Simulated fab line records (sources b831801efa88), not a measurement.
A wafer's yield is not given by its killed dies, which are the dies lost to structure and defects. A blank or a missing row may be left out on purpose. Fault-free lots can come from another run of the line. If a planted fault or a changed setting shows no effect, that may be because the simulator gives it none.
fab line records / flow gf180mcu
record lots=14 wafers=42 last-day=35
route steps=602 shown HV_LDD@219 M2@362 V4@501 MIM@510
lots with no fault: from the same line, run without faults
start-h: hours from the record's opening day to when the first of the lot's shown wafers began / wait-h: how many hours have passed since the lot's step before this one / " unchanged from the row above / L1.1+2: several wafers, shown together as one row / - no value present, or no start provided / * or withheld: withheld / < > ~ a bound
route shown NAME@n: a module of which the file shows steps, and the number in the route of the first / usual: mean/standard deviation taken from wafers without a fault / same: alike in all rows / chamber/n: place in a boat / sites: each site's reading / _std_site: the standard deviation of these / _edge_site: outer sites' mean less inner sites' / radius-mm: for every site, how far away it sits from the centre of the wafer / mask NAME#n: copy n / behind: the tool/chamber that last shaped the wafer / hold: cause of the lot's hold/its duration in hours/its outcome / device: the transistor (n, p or np) that didn't switch / end of line: the same wafers' tests at the end of the route / for a step that has no rows: nothing shown but its recipe / killed: count of dies lost to structure and defects at first sort (not the wafer's yield) / map: shows each die of a wafer: x if killed, . if not, _ if none is there
set.NAME: the setting as run; set.NAME@STEP: as run at that earlier step / model.NAME: the simulator's own value behind a step, which no gauge read
one table for each step of the route and one row for each wafer, over a sample of lots
services: a tool's chamber out of use, with start hour (start-h, from the record's first day; less than 0 if before it), hours out, and reason
## steps
# step GF_HV_LDD_EXPOSE_43
# recipe mask-id=Pplus_HV_AREA target-cd-nm=400 na=0.6 source-shape=conventional sigma-outer=0.6 dose-mj=140
# usual exposure-dose-mJ-cm2=140.01/0.15 focus-offset-nm=0.1/0.54
lot.wafer=L306.1 tool=iline-stepper-01 chamber=0 start-h=262.67 wait-h=- mask=Pplus_HV_AREA#0 exposure-dose-mJ-cm2=139.80 focus-offset-nm=0.0
lot.wafer=L306.3 tool=iline-stepper-01 chamber=0 start-h=262.67 wait-h=- mask=Pplus_HV_AREA#0 exposure-dose-mJ-cm2=140.01 focus-offset-nm=0.0
lot.wafer=L306.4 tool=iline-stepper-01 chamber=0 start-h=262.67 wait-h=- mask=Pplus_HV_AREA#0 exposure-dose-mJ-cm2=139.95 focus-offset-nm=0.7
lot.wafer=L307.2 tool=iline-stepper-01 chamber=0 start-h=272.97 wait-h=- mask=Pplus_HV_AREA#0 exposure-dose-mJ-cm2=140.06 focus-offset-nm=0.6
lot.wafer=L307.4 tool=iline-stepper-01 chamber=0 start-h=272.97 wait-h=- mask=Pplus_HV_AREA#0 exposure-dose-mJ-cm2=140.32 focus-offset-nm=0.4
lot.wafer=L307.6 tool=iline-stepper-01 chamber=0 start-h=272.97 wait-h=- mask=Pplus_HV_AREA#0 exposure-dose-mJ-cm2=140.03 focus-offset-nm=-0.5
lot.wafer=L308.2 tool=iline-stepper-02 chamber=0 start-h=284.71 wait-h=- mask=Pplus_HV_AREA#0 exposure-dose-mJ-cm2=139.87 focus-offset-nm=0.3
lot.wafer=L308.4 tool=iline-stepper-02 chamber=0 start-h=284.71 wait-h=- mask=Pplus_HV_AREA#0 exposure-dose-mJ-cm2=140.01 focus-offset-nm=0.6
lot.wafer=L308.6 tool=iline-stepper-02 chamber=0 start-h=284.71 wait-h=- mask=Pplus_HV_AREA#0 exposure-dose-mJ-cm2=139.97 focus-offset-nm=-0.2
lot.wafer=L309.2 tool=iline-stepper-02 chamber=0 start-h=294.38 wait-h=- mask=Pplus_HV_AREA#0 exposure-dose-mJ-cm2=140.20 focus-offset-nm=0.7
lot.wafer=L309.3 tool=iline-stepper-02 chamber=0 start-h=294.38 wait-h=- mask=Pplus_HV_AREA#0 exposure-dose-mJ-cm2=139.94 focus-offset-nm=0.6
lot.wafer=L309.6 tool=iline-stepper-02 chamber=0 start-h=294.38 wait-h=- mask=Pplus_HV_AREA#0 exposure-dose-mJ-cm2=140.28 focus-offset-nm=0.7
lot.wafer=L314.3 tool=iline-stepper-01 chamber=0 start-h=335.28 wait-h=- mask=Pplus_HV_AREA#0 exposure-dose-mJ-cm2=139.93 focus-offset-nm=0.3
lot.wafer=L314.4 tool=iline-stepper-01 chamber=0 start-h=335.28 wait-h=- mask=Pplus_HV_AREA#0 exposure-dose-mJ-cm2=139.85 focus-offset-nm=0.8
lot.wafer=L314.5 tool=iline-stepper-01 chamber=0 start-h=335.28 wait-h=- mask=Pplus_HV_AREA#0 exposure-dose-mJ-cm2=139.95 focus-offset-nm=0.0
lot.wafer=L315.3 tool=iline-stepper-01 chamber=0 start-h=339.50 wait-h=- mask=Pplus_HV_AREA#0 exposure-dose-mJ-cm2=140.11 focus-offset-nm=-0.8
lot.wafer=L315.4 tool=iline-stepper-01 chamber=0 start-h=339.50 wait-h=- mask=Pplus_HV_AREA#0 exposure-dose-mJ-cm2=140.00 focus-offset-nm=0.1
lot.wafer=L315.6 tool=iline-stepper-01 chamber=0 start-h=339.50 wait-h=- mask=Pplus_HV_AREA#0 exposure-dose-mJ-cm2=139.93 focus-offset-nm=-0.1
lot.wafer=L316.1 tool=iline-stepper-02 chamber=0 start-h=350.27 wait-h=- mask=Pplus_HV_AREA#0 exposure-dose-mJ-cm2=140.07 focus-offset-nm=-0.1
lot.wafer=L316.3 tool=iline-stepper-02 chamber=0 start-h=350.27 wait-h=- mask=Pplus_HV_AREA#0 exposure-dose-mJ-cm2=140.06 focus-offset-nm=0.4
lot.wafer=L316.4 tool=iline-stepper-02 chamber=0 start-h=350.27 wait-h=- mask=Pplus_HV_AREA#0 exposure-dose-mJ-cm2=140.02 focus-offset-nm=-0.3
lot.wafer=L317.3 tool=iline-stepper-01 chamber=0 start-h=356.68 wait-h=- mask=Pplus_HV_AREA#0 exposure-dose-mJ-cm2=140.13 focus-offset-nm=0.1
lot.wafer=L317.5 tool=iline-stepper-01 chamber=0 start-h=356.68 wait-h=- mask=Pplus_HV_AREA#0 exposure-dose-mJ-cm2=140.05 focus-offset-nm=-0.2
lot.wafer=L317.6 tool=iline-stepper-01 chamber=0 start-h=356.68 wait-h=- mask=Pplus_HV_AREA#0 exposure-dose-mJ-cm2=140.00 focus-offset-nm=-0.2
lot.wafer=L318.1 tool=iline-stepper-01 chamber=0 start-h=364.51 wait-h=- mask=Pplus_HV_AREA#0 exposure-dose-mJ-cm2=140.10 focus-offset-nm=-0.1
lot.wafer=L318.3 tool=iline-stepper-01 chamber=0 start-h=364.51 wait-h=- mask=Pplus_HV_AREA#0 exposure-dose-mJ-cm2=140.07 focus-offset-nm=0.3
lot.wafer=L318.5 tool=iline-stepper-01 chamber=0 start-h=364.51 wait-h=- mask=Pplus_HV_AREA#0 exposure-dose-mJ-cm2=139.81 focus-offset-nm=0.3
lot.wafer=L320.3 tool=iline-stepper-02 chamber=0 start-h=378.80 wait-h=- mask=Pplus_HV_AREA#0 exposure-dose-mJ-cm2=139.96 focus-offset-nm=0.5
lot.wafer=L320.5 tool=iline-stepper-02 chamber=0 start-h=378.80 wait-h=- mask=Pplus_HV_AREA#0 exposure-dose-mJ-cm2=140.08 focus-offset-nm=-1.3
lot.wafer=L320.6 tool=iline-stepper-02 chamber=0 start-h=378.80 wait-h=- mask=Pplus_HV_AREA#0 exposure-dose-mJ-cm2=139.97 focus-offset-nm=0.4
lot.wafer=L323.2 tool=iline-stepper-01 chamber=- start-h=404.48 wait-h=- mask=Pplus_HV_AREA#0 exposure-dose-mJ-cm2=- focus-offset-nm=-
lot.wafer=L323.3 tool=iline-stepper-01 chamber=- start-h=404.48 wait-h=- mask=Pplus_HV_AREA#0 exposure-dose-mJ-cm2=- focus-offset-nm=-
lot.wafer=L323.5 tool=iline-stepper-01 chamber=- start-h=404.48 wait-h=- mask=Pplus_HV_AREA#0 exposure-dose-mJ-cm2=- focus-offset-nm=-
lot.wafer=L324.1 tool=iline-stepper-01 chamber=- start-h=414.06 wait-h=- mask=Pplus_HV_AREA#0 exposure-dose-mJ-cm2=- focus-offset-nm=-
lot.wafer=L324.2 tool=iline-stepper-01 chamber=- start-h=414.06 wait-h=- mask=Pplus_HV_AREA#0 exposure-dose-mJ-cm2=- focus-offset-nm=-
lot.wafer=L324.4 tool=iline-stepper-01 chamber=- start-h=414.06 wait-h=- mask=Pplus_HV_AREA#0 exposure-dose-mJ-cm2=- focus-offset-nm=-
lot.wafer=L328.1 tool=iline-stepper-01 chamber=0 start-h=440.72 wait-h=- mask=Pplus_HV_AREA#0 exposure-dose-mJ-cm2=139.70 focus-offset-nm=-0.3
lot.wafer=L328.4 tool=iline-stepper-01 chamber=0 start-h=440.72 wait-h=- mask=Pplus_HV_AREA#0 exposure-dose-mJ-cm2=139.76 focus-offset-nm=0.3
lot.wafer=L328.6 tool=iline-stepper-01 chamber=0 start-h=440.72 wait-h=- mask=Pplus_HV_AREA#0 exposure-dose-mJ-cm2=139.94 focus-offset-nm=-0.2
lot.wafer=L329.3 tool=iline-stepper-01 chamber=0 start-h=455.57 wait-h=- mask=Pplus_HV_AREA#0 exposure-dose-mJ-cm2=140.08 focus-offset-nm=0.5
lot.wafer=L329.5 tool=iline-stepper-01 chamber=0 start-h=455.57 wait-h=- mask=Pplus_HV_AREA#0 exposure-dose-mJ-cm2=139.98 focus-offset-nm=0.3
lot.wafer=L329.6 tool=iline-stepper-01 chamber=0 start-h=455.57 wait-h=- mask=Pplus_HV_AREA#0 exposure-dose-mJ-cm2=139.78 focus-offset-nm=-0.4
# step GF_M2_SPUTTER_00
# recipe material=Ti target-thk-nm=37.5 arriving-ion-energy-ev=80 substrate-temp-c=200 chamber-pressure-pa=2 power-w=4000 time-s=150
# usual throttle-valve-pct=29.7/0.82
lot.wafer=L306.1 tool=pvd-sputter-02 chamber=- start-h=412.42 wait-h=0.1 throttle-valve-pct=29.7
lot.wafer=L306.3 tool=pvd-sputter-02 chamber=- start-h=412.42 wait-h=0.1 throttle-valve-pct=28.8
lot.wafer=L306.4 tool=pvd-sputter-02 chamber=- start-h=412.42 wait-h=0.1 throttle-valve-pct=30.6
lot.wafer=L307.2 tool=pvd-sputter-04 chamber=- start-h=422.95 wait-h=0.2 throttle-valve-pct=28.6
lot.wafer=L307.4 tool=pvd-sputter-04 chamber=- start-h=422.95 wait-h=0.2 throttle-valve-pct=28.9
lot.wafer=L307.6 tool=pvd-sputter-04 chamber=- start-h=422.95 wait-h=0.2 throttle-valve-pct=28.6
lot.wafer=L308.2 tool=pvd-sputter-01 chamber=- start-h=439.90 wait-h=0.1 throttle-valve-pct=30.8
lot.wafer=L308.4 tool=pvd-sputter-01 chamber=- start-h=439.90 wait-h=0.1 throttle-valve-pct=29.3
lot.wafer=L308.6 tool=pvd-sputter-01 chamber=- start-h=439.90 wait-h=0.1 throttle-valve-pct=29.5
lot.wafer=L309.2 tool=pvd-sputter-04 chamber=- start-h=450.87 wait-h=0.2 throttle-valve-pct=31.4
lot.wafer=L309.3 tool=pvd-sputter-04 chamber=- start-h=450.87 wait-h=0.2 throttle-valve-pct=29.0
lot.wafer=L309.6 tool=pvd-sputter-04 chamber=- start-h=450.87 wait-h=0.2 throttle-valve-pct=28.5
lot.wafer=L314.3 tool=pvd-sputter-01 chamber=- start-h=498.32 wait-h=0.2 throttle-valve-pct=29.1
lot.wafer=L314.4 tool=pvd-sputter-01 chamber=- start-h=498.32 wait-h=0.2 throttle-valve-pct=30.9
lot.wafer=L314.5 tool=pvd-sputter-01 chamber=- start-h=498.32 wait-h=0.2 throttle-valve-pct=29.3
lot.wafer=L315.3 tool=pvd-sputter-04 chamber=- start-h=504.53 wait-h=0.1 throttle-valve-pct=29.2
lot.wafer=L315.4 tool=pvd-sputter-04 chamber=- start-h=504.53 wait-h=0.1 throttle-valve-pct=29.0
lot.wafer=L315.6 tool=pvd-sputter-04 chamber=- start-h=504.53 wait-h=0.1 throttle-valve-pct=28.9
lot.wafer=L316.1 tool=pvd-sputter-04 chamber=- start-h=512.42 wait-h=0.2 throttle-valve-pct=28.8
lot.wafer=L316.3 tool=pvd-sputter-04 chamber=- start-h=512.42 wait-h=0.2 throttle-valve-pct=30.9
lot.wafer=L316.4 tool=pvd-sputter-04 chamber=- start-h=512.42 wait-h=0.2 throttle-valve-pct=28.9
lot.wafer=L317.3 tool=pvd-sputter-01 chamber=- start-h=519.97 wait-h=0.2 throttle-valve-pct=29.5
lot.wafer=L317.5 tool=pvd-sputter-01 chamber=- start-h=519.97 wait-h=0.2 throttle-valve-pct=29.2
lot.wafer=L317.6 tool=pvd-sputter-01 chamber=- start-h=519.97 wait-h=0.2 throttle-valve-pct=29.4
lot.wafer=L318.1 tool=pvd-sputter-02 chamber=- start-h=526.25 wait-h=0.2 throttle-valve-pct=29.9
lot.wafer=L318.3 tool=pvd-sputter-02 chamber=- start-h=526.25 wait-h=0.2 throttle-valve-pct=30.3
lot.wafer=L318.5 tool=pvd-sputter-02 chamber=- start-h=526.25 wait-h=0.2 throttle-valve-pct=30.5
lot.wafer=L320.3 tool=pvd-sputter-04 chamber=- start-h=543.30 wait-h=0.2 throttle-valve-pct=29.4
lot.wafer=L320.5 tool=pvd-sputter-04 chamber=- start-h=543.30 wait-h=0.2 throttle-valve-pct=29.3
lot.wafer=L320.6 tool=pvd-sputter-04 chamber=- start-h=543.30 wait-h=0.2 throttle-valve-pct=28.8
lot.wafer=L328.1 tool=pvd-sputter-02 chamber=- start-h=601.64 wait-h=0.2 throttle-valve-pct=30.5
lot.wafer=L328.4 tool=pvd-sputter-02 chamber=- start-h=601.64 wait-h=0.2 throttle-valve-pct=29.9
lot.wafer=L328.6 tool=pvd-sputter-02 chamber=- start-h=601.64 wait-h=0.2 throttle-valve-pct=29.7
lot.wafer=L329.3 tool=pvd-sputter-02 chamber=- start-h=619.87 wait-h=0.1 throttle-valve-pct=30.3
lot.wafer=L329.5 tool=pvd-sputter-02 chamber=- start-h=619.87 wait-h=0.1 throttle-valve-pct=30.4
lot.wafer=L329.6 tool=pvd-sputter-02 chamber=- start-h=619.87 wait-h=0.1 throttle-valve-pct=28.8
# step GF_V4_THK_MEAS_25
# recipe thk-meas-gauge=xrf reads=W_of_V4_CVD_23
# usual V4_W_THK=350/6.2
lot.wafer=L306.1 tool=film-metro-04 chamber=- start-h=560.98 wait-h=0.1 V4_W_THK[nm]=361
lot.wafer=L306.3 tool=film-metro-04 chamber=- start-h=560.98 wait-h=0.1 V4_W_THK[nm]=365
lot.wafer=L306.4 tool=film-metro-04 chamber=- start-h=560.98 wait-h=0.1 V4_W_THK[nm]=348
lot.wafer=L307.2 tool=film-metro-01 chamber=- start-h=573.40 wait-h=0.1 V4_W_THK[nm]=345
lot.wafer=L307.4 tool=film-metro-01 chamber=- start-h=573.40 wait-h=0.1 V4_W_THK[nm]=349
lot.wafer=L307.6 tool=film-metro-01 chamber=- start-h=573.40 wait-h=0.1 V4_W_THK[nm]=347
lot.wafer=L308.2 tool=film-metro-02 chamber=- start-h=600.16 wait-h=0.1 V4_W_THK[nm]=349
lot.wafer=L308.4 tool=film-metro-02 chamber=- start-h=600.16 wait-h=0.1 V4_W_THK[nm]=350
lot.wafer=L308.6 tool=film-metro-02 chamber=- start-h=600.16 wait-h=0.1 V4_W_THK[nm]=347
lot.wafer=L309.2 tool=film-metro-04 chamber=- start-h=600.99 wait-h=0.1 V4_W_THK[nm]=356
lot.wafer=L309.3 tool=film-metro-04 chamber=- start-h=600.99 wait-h=0.1 V4_W_THK[nm]=356
lot.wafer=L309.6 tool=film-metro-04 chamber=- start-h=600.99 wait-h=0.1 V4_W_THK[nm]=346
lot.wafer=L314.3 tool=film-metro-01 chamber=- start-h=642.58 wait-h=0.1 V4_W_THK[nm]=347
lot.wafer=L314.4 tool=film-metro-01 chamber=- start-h=642.58 wait-h=0.1 V4_W_THK[nm]=341
lot.wafer=L314.5 tool=film-metro-01 chamber=- start-h=642.58 wait-h=0.1 V4_W_THK[nm]=345
lot.wafer=L315.3 tool=film-metro-04 chamber=- start-h=645.86 wait-h=0.1 V4_W_THK[nm]=363
lot.wafer=L315.4 tool=film-metro-04 chamber=- start-h=645.86 wait-h=0.1 V4_W_THK[nm]=352
lot.wafer=L315.6 tool=film-metro-04 chamber=- start-h=645.86 wait-h=0.1 V4_W_THK[nm]=362
lot.wafer=L316.1 tool=film-metro-02 chamber=- start-h=648.14 wait-h=0.1 V4_W_THK[nm]=355
lot.wafer=L316.3 tool=film-metro-02 chamber=- start-h=648.14 wait-h=0.1 V4_W_THK[nm]=348
lot.wafer=L316.4 tool=film-metro-02 chamber=- start-h=648.14 wait-h=0.1 V4_W_THK[nm]=357
lot.wafer=L317.3 tool=film-metro-01 chamber=- start-h=663.49 wait-h=0.1 V4_W_THK[nm]=346
lot.wafer=L317.5 tool=film-metro-01 chamber=- start-h=663.49 wait-h=0.1 V4_W_THK[nm]=344
lot.wafer=L317.6 tool=film-metro-01 chamber=- start-h=663.49 wait-h=0.1 V4_W_THK[nm]=344
lot.wafer=L318.1 tool=film-metro-04 chamber=- start-h=665.50 wait-h=0.1 V4_W_THK[nm]=357
lot.wafer=L318.3 tool=film-metro-04 chamber=- start-h=665.50 wait-h=0.1 V4_W_THK[nm]=357
lot.wafer=L318.5 tool=film-metro-04 chamber=- start-h=665.50 wait-h=0.1 V4_W_THK[nm]=358
lot.wafer=L320.3 tool=film-metro-01 chamber=- start-h=680.60 wait-h=0.1 V4_W_THK[nm]=345
lot.wafer=L320.5 tool=film-metro-01 chamber=- start-h=680.60 wait-h=0.1 V4_W_THK[nm]=350
lot.wafer=L320.6 tool=film-metro-01 chamber=- start-h=680.60 wait-h=0.1 V4_W_THK[nm]=341
lot.wafer=L328.1 tool=film-metro-02 chamber=- start-h=728.50 wait-h=0.1 V4_W_THK[nm]=350
lot.wafer=L328.4 tool=film-metro-02 chamber=- start-h=728.50 wait-h=0.1 V4_W_THK[nm]=353
lot.wafer=L328.6 tool=film-metro-02 chamber=- start-h=728.50 wait-h=0.1 V4_W_THK[nm]=350
lot.wafer=L329.3 tool=film-metro-01 chamber=- start-h=744.63 wait-h=0.1 V4_W_THK[nm]=348
lot.wafer=L329.5 tool=film-metro-01 chamber=- start-h=744.63 wait-h=0.1 V4_W_THK[nm]=353
lot.wafer=L329.6 tool=film-metro-01 chamber=- start-h=744.63 wait-h=0.1 V4_W_THK[nm]=353
# step GF_MIM_SPUTTER_07
# recipe material=TiN target-thk-nm=60 power-w=6500 time-s=50 chamber-pressure-pa=0.4
# usual throttle-valve-pct=29.7/0.65
lot.wafer=L306.1 tool=pvd-sputter-03 chamber=- start-h=562.09 wait-h=0.1 throttle-valve-pct=30.5
lot.wafer=L306.3 tool=pvd-sputter-03 chamber=- start-h=562.09 wait-h=0.1 throttle-valve-pct=29.0
lot.wafer=L306.4 tool=pvd-sputter-03 chamber=- start-h=562.09 wait-h=0.1 throttle-valve-pct=29.7
lot.wafer=L307.2 tool=pvd-sputter-03 chamber=- start-h=577.45 wait-h=0.0 throttle-valve-pct=29.3
lot.wafer=L307.4 tool=pvd-sputter-03 chamber=- start-h=577.45 wait-h=0.0 throttle-valve-pct=30.4
lot.wafer=L307.6 tool=pvd-sputter-03 chamber=- start-h=577.45 wait-h=0.0 throttle-valve-pct=29.2
lot.wafer=L308.2 tool=pvd-sputter-01 chamber=- start-h=600.82 wait-h=0.0 throttle-valve-pct=29.4
lot.wafer=L308.4 tool=pvd-sputter-01 chamber=- start-h=600.82 wait-h=0.0 throttle-valve-pct=31.2
lot.wafer=L308.6 tool=pvd-sputter-01 chamber=- start-h=600.82 wait-h=0.0 throttle-valve-pct=29.1
lot.wafer=L309.2 tool=pvd-sputter-03 chamber=- start-h=601.66 wait-h=0.0 throttle-valve-pct=29.1
lot.wafer=L309.3 tool=pvd-sputter-03 chamber=- start-h=601.66 wait-h=0.0 throttle-valve-pct=29.0
lot.wafer=L309.6 tool=pvd-sputter-03 chamber=- start-h=601.66 wait-h=0.0 throttle-valve-pct=29.5
lot.wafer=L314.3 tool=pvd-sputter-01 chamber=- start-h=643.23 wait-h=0.0 throttle-valve-pct=28.9
lot.wafer=L314.4 tool=pvd-sputter-01 chamber=- start-h=643.23 wait-h=0.0 throttle-valve-pct=31.1
lot.wafer=L314.5 tool=pvd-sputter-01 chamber=- start-h=643.23 wait-h=0.0 throttle-valve-pct=29.0
lot.wafer=L315.3 tool=pvd-sputter-01 chamber=- start-h=646.63 wait-h=0.0 throttle-valve-pct=28.9
lot.wafer=L315.4 tool=pvd-sputter-01 chamber=- start-h=646.63 wait-h=0.0 throttle-valve-pct=30.8
lot.wafer=L315.6 tool=pvd-sputter-01 chamber=- start-h=646.63 wait-h=0.0 throttle-valve-pct=29.2
lot.wafer=L316.1 tool=pvd-sputter-01 chamber=- start-h=649.03 wait-h=0.1 throttle-valve-pct=30.9
lot.wafer=L316.3 tool=pvd-sputter-01 chamber=- start-h=649.03 wait-h=0.1 throttle-valve-pct=29.3
lot.wafer=L316.4 tool=pvd-sputter-01 chamber=- start-h=649.03 wait-h=0.1 throttle-valve-pct=29.2
lot.wafer=L317.3 tool=pvd-sputter-01 chamber=- start-h=664.37 wait-h=0.0 throttle-valve-pct=29.1
lot.wafer=L317.5 tool=pvd-sputter-01 chamber=- start-h=664.37 wait-h=0.0 throttle-valve-pct=29.1
lot.wafer=L317.6 tool=pvd-sputter-01 chamber=- start-h=664.37 wait-h=0.0 throttle-valve-pct=30.7
lot.wafer=L318.1 tool=pvd-sputter-03 chamber=- start-h=666.18 wait-h=0.1 throttle-valve-pct=29.0
lot.wafer=L318.3 tool=pvd-sputter-03 chamber=- start-h=666.18 wait-h=0.1 throttle-valve-pct=29.2
lot.wafer=L318.5 tool=pvd-sputter-03 chamber=- start-h=666.18 wait-h=0.1 throttle-valve-pct=29.2
lot.wafer=L320.3 tool=pvd-sputter-01 chamber=- start-h=681.46 wait-h=0.0 throttle-valve-pct=28.9
lot.wafer=L320.5 tool=pvd-sputter-01 chamber=- start-h=681.46 wait-h=0.0 throttle-valve-pct=29.1
lot.wafer=L320.6 tool=pvd-sputter-01 chamber=- start-h=681.46 wait-h=0.0 throttle-valve-pct=29.2
lot.wafer=L328.1 tool=pvd-sputter-02 chamber=- start-h=729.19 wait-h=0.1 throttle-valve-pct=29.9
lot.wafer=L328.4 tool=pvd-sputter-02 chamber=- start-h=729.19 wait-h=0.1 throttle-valve-pct=30.4
lot.wafer=L328.6 tool=pvd-sputter-02 chamber=- start-h=729.19 wait-h=0.1 throttle-valve-pct=29.8
lot.wafer=L329.3 tool=pvd-sputter-01 chamber=- start-h=745.28 wait-h=0.0 throttle-valve-pct=30.7
lot.wafer=L329.5 tool=pvd-sputter-01 chamber=- start-h=745.28 wait-h=0.0 throttle-valve-pct=29.3
lot.wafer=L329.6 tool=pvd-sputter-01 chamber=- start-h=745.28 wait-h=0.0 throttle-valve-pct=29.1
## services
tool=pvd-sputter-02 chamber=- start-h=243.41 hours=7.0 kind=repair
tool=pvd-sputter-02 chamber=- start-h=250.89 hours=0.5 kind=repair
tool=iline-stepper-02 chamber=- start-h=252.83 hours=1.7 kind=pm
tool=iline-stepper-02 chamber=- start-h=301.15 hours=3.2 kind=repair
tool=pvd-sputter-01 chamber=- start-h=308.62 hours=5.6 kind=repair
tool=iline-stepper-01 chamber=- start-h=349.38 hours=1.7 kind=pm
tool=pvd-sputter-03 chamber=- start-h=351.91 hours=1.8 kind=repair
tool=iline-stepper-01 chamber=- start-h=378.28 hours=2.1 kind=pm
tool=pvd-sputter-01 chamber=- start-h=384.56 hours=3.8 kind=repair
tool=pvd-sputter-03 chamber=- start-h=391.40 hours=3.5 kind=repair
tool=pvd-sputter-03 chamber=- start-h=406.97 hours=3.2 kind=repair
tool=pvd-sputter-04 chamber=- start-h=417.63 hours=1.7 kind=repair
tool=pvd-sputter-01 chamber=- start-h=449.30 hours=4.1 kind=repair
tool=pvd-sputter-01 chamber=- start-h=523.61 hours=0.9 kind=repair
tool=pvd-sputter-04 chamber=- start-h=534.00 hours=5.3 kind=repair
tool=pvd-sputter-01 chamber=- start-h=546.80 hours=2.7 kind=repair
tool=pvd-sputter-02 chamber=- start-h=563.62 hours=1.8 kind=repair
tool=iline-stepper-01 chamber=- start-h=567.56 hours=1.7 kind=pm
tool=iline-stepper-01 chamber=- start-h=577.65 hours=5.1 kind=repair
tool=pvd-sputter-01 chamber=- start-h=580.93 hours=3.8 kind=repair
tool=iline-stepper-01 chamber=- start-h=582.97 hours=0.9 kind=repair
tool=pvd-sputter-04 chamber=- start-h=678.62 hours=2.5 kind=repair
tool=pvd-sputter-02 chamber=- start-h=709.16 hours=4.8 kind=repair
tool=pvd-sputter-02 chamber=- start-h=733.66 hours=2.9 kind=repair
## key
first-sign step=GF_HV_LDD_EXPOSE_43 reading=tool-record direction=missing
effect none on later readings
met-at GF_HV_LDD_EXPOSE_43
struck-lots L323,L324
later-rows-left-out L323.2,L323.3,L323.5,L324.1,L324.2,L324.4
sort-left-out L323.2,L323.3,L323.5,L324.1,L324.2,L324.4
tester-left-out L323,L324
not-acting-at GF_M2_SPUTTER_00,GF_V4_THK_MEAS_25,GF_MIM_SPUTTER_07
onset-between 364.51 404.48
fault kind=skipped-step-whole tool=iline-stepper-01 chamber=- onset-h=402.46 steps=GF_HV_LDD_EXPOSE_43 scope=struck-lots-only
# tester-left-out: of these lots the tester's yield and bins aren't shown, on N5 and GAA mostly nor the transistor test; their killed dies are dies lost to structure and defects alone, not to doping, threshold or leakage, so they don't give the yield
# sort-left-out: the simulated sort isn't trusted on such a fault, so these wafers' sort isn't shown, and their yield isn't known
# later-rows-left-out: the simulator's readings of these wafers behind a module that went badly wrong aren't trusted and aren't shown, but for the sort
